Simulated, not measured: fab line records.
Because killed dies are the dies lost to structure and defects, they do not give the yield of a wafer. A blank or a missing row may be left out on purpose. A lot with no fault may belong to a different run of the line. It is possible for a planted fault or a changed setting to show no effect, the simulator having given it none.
A struck lot beside a sound one | flow sfq_line | 16 out of 325 route steps
Sound: wafers L516.2, L516.3, L516.5. Struck: wafers L511.1, L511.3, L511.6. At the end, the cause is stated.
Order at every step that has rows: each side's tool, ch and its chambers, its first start. Under that, the readings that differ: sound wafers | struck wafers | difference of the means | sigmas: that difference in standard deviations of wafers without a fault.
alike: words and numbers the same on both sides, and readings whose means are apart by under 2 such deviations; not compared: readings that were withheld, readings missing a value for some wafer, numbers with overlapping values and no deviation given by the record, and bounds like >300 which may hide the same value.
A row with sigmas, a row that says differs or no value, or rows on one side alone: a step with any of these is where the two part. Numbers that have no deviation but don't overlap get no sigmas and don't part them. A reading missing from all wafers of one side parts the sides only when that side holds two or more wafers.

SFQ_I6_OVL_MEAS_942:
  sound: overlay-01 at day 82 13:04; struck: overlay-02 at day 78 00:27
  alike: I6_OVL
SFQ_TRILAYER_I6_VIA_BARC_OPEN_VIA_ETCH_235: etches BARC in O2, target depth 125 nm, time 41.7 s.
  sound on rie_diel-04 ch 0,1,2, day 82 13:05; struck on rie_diel-04 ch 0,1, day 78 00:29
  alike: drypump_motor_current_A, oes_product_au
  not compared: rf_hours_counter_h
SFQ_TRILAYER_I6_VIA_ETCH_VIA_ETCH_172: etches SiO2 in CHF3, stops on Nb, target depth 260 nm.
  sound on rie_diel-04 ch 0,1,2, day 82 13:08; struck on rie_diel-04 ch 0,1, day 78 00:31
  alike: drypump_motor_current_A, oes_product_au
SFQ_TRILAYER_I6_VIA_STRIP_STRIP_173: strips in O2.
  sound on rie_metal-01 ch 0,1, day 82 13:14; struck on rie_metal-02 ch 0,1, day 78 00:38
  alike: drypump_motor_current_A, oes_product_au, platen_temp_c
  not compared: rf_hours_counter_h
then, 2 steps without rows for these wafers: SFQ_TRILAYER_I6_VIA_STRIP_SOLV_CLEAN_174 (cleans in NMP, time 600 s); SFQ_TRILAYER_M7_DEP_PRE_CLEAN_176 (time 22.5 s).
SFQ_TRILAYER_M7_DEP_SPUTTER_175: material Nb, target thk 200 nm, time 133.3 s.
  sound: pvd_sputter-04 at day 82 14:04; struck: pvd_sputter-05 at day 78 01:26
  alike: substrate_temp_c, throttle_valve_pct
SFQ_M7_RS_MEAS_943: a four-point-probe measurement.
  sound: film_metro-01 at day 82 14:10; struck: film_metro-04 at day 78 01:32
  alike: M7_NB_RS
then, 3 steps without rows for these wafers: SFQ_TRILAYER_M7_LITHO_COAT_182 (resist thk 62 nm); SFQ_TRILAYER_M7_LITHO_COAT_177 (resist thk 600 nm); SFQ_TRILAYER_M7_LITHO_SOFTBAKE_181.
SFQ_TRILAYER_M7_LITHO_EXPOSE_178: exposes mask M7, target cd 500 nm.
  sound on krf_scanner-02 ch 0, day 82 17:49; struck on krf_scanner-01 ch 0, day 78 03:09
  reading                    | sound             | struck            | difference | sigmas
  model.M7.overlay_x_nm (nm) | 5.453 5.453 5.453 | 66.25 66.25 66.25 | +60.80     |
  alike: mask, stage_vel_mm_s
then, 2 steps without rows for these wafers: SFQ_TRILAYER_M7_LITHO_PEB_180 (peb time 60 s); SFQ_TRILAYER_M7_LITHO_DEVELOP_179 (time 60 s).
SFQ_M7_OVL_MEAS_945:
  sound: overlay-01 at day 82 19:07; struck: overlay-01 at day 78 04:51
  reading     | sound  | struck   | difference | sigmas
  M7_OVL (nm) | 3 0 -2 | 64 69 69 | +67        | +15
  not compared: hold
SFQ_TRILAYER_M7_BARC_OPEN_METAL_ETCH_229: etches BARC in O2, target depth 125 nm, time 41.7 s.
  sound on rie_metal-02 ch 1, day 82 19:08; struck on rie_metal-03 ch 0,1, day 78 08:16
  reading | sound | struck                                                                     | difference                   | sigmas
  hold    | - - - | await_dispo/3.4h/release await_dispo/3.4h/release await_dispo/3.4h/release | no value on the sound wafers |
  alike: drypump_motor_current_A, oes_product_au
  not compared: rf_hours_counter_h

WHERE THEY PART
Last at SFQ_TRILAYER_M7_BARC_OPEN_METAL_ETCH_229 as far as this record goes, first at SFQ_M7_OVL_MEAS_945.

WHY: the cause the simulator had injected
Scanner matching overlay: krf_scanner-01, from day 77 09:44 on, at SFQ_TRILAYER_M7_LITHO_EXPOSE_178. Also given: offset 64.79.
